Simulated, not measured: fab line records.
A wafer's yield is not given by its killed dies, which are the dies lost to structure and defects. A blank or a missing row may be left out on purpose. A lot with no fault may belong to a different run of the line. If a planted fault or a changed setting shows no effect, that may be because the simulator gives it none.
2 desks looking at one fault    flow sky130    what lay behind the numbers comes last; until then each desk has only its own

## THE METROLOGY DESK
Lot by lot, what the gauges showed, no matter which tool ran the lot: averages of those sampled wafers that carry a number. A lot is out of limits, marked OUT, if its mean lies more than 4 standard deviations from the usual mean; the brackets give that distance.
Columns: A = VIA1_OVL at SKY_VIA1_OVL_MEAS_13, usual 2 nm; B = VIA1_W_RS at SKY_VIA1_RS_MEAS_22, usual 0.424 ohm/sq; C = VIA1_W_THK at SKY_VIA1_THK_MEAS_23, usual 272 nm
lot   first seen here  A   B      C
L466  day 34 12:21     8   0.424  273
L476  day 37 16:40     -6  0.426  273
L483  day 39 16:28     -2  0.420  276
L484  day 39 23:55     10  0.420  276
L486  day 40 11:11     6   0.424  274
L488  day 41 03:32     -5  0.424  270
Result from this desk: across the 6 lots, nothing is out of limits.

## FOR THE TOOL OWNER'S DESK: pvd-sputter-02
The tool's own readings at SKY_METAL2_SPUTTER_00 (material Ti, target thk 15 nm, time 10 s): means of the sampled wafers that have a number, for each lot that ran on this tool. A lot is out of limits, marked OUT, if its mean lies more than 4 standard deviations from the usual mean; the brackets give that distance.
Columns: A = throttle-valve-pct at SKY_METAL2_SPUTTER_00, usual 30.1 %
lot   first seen here  A
L466  day 34 14:07     30.4
L483  day 39 17:51     30.5
L484  day 40 01:18     30.2
Result from this desk: across the 3 lots, nothing is out of limits.

## BROUGHT TOGETHER
From the metrology desk's view, nothing was out of limits.
The tool owner's desk saw nothing out of limits.

## WHAT HAD BEEN PUT IN BY THE SIMULATOR
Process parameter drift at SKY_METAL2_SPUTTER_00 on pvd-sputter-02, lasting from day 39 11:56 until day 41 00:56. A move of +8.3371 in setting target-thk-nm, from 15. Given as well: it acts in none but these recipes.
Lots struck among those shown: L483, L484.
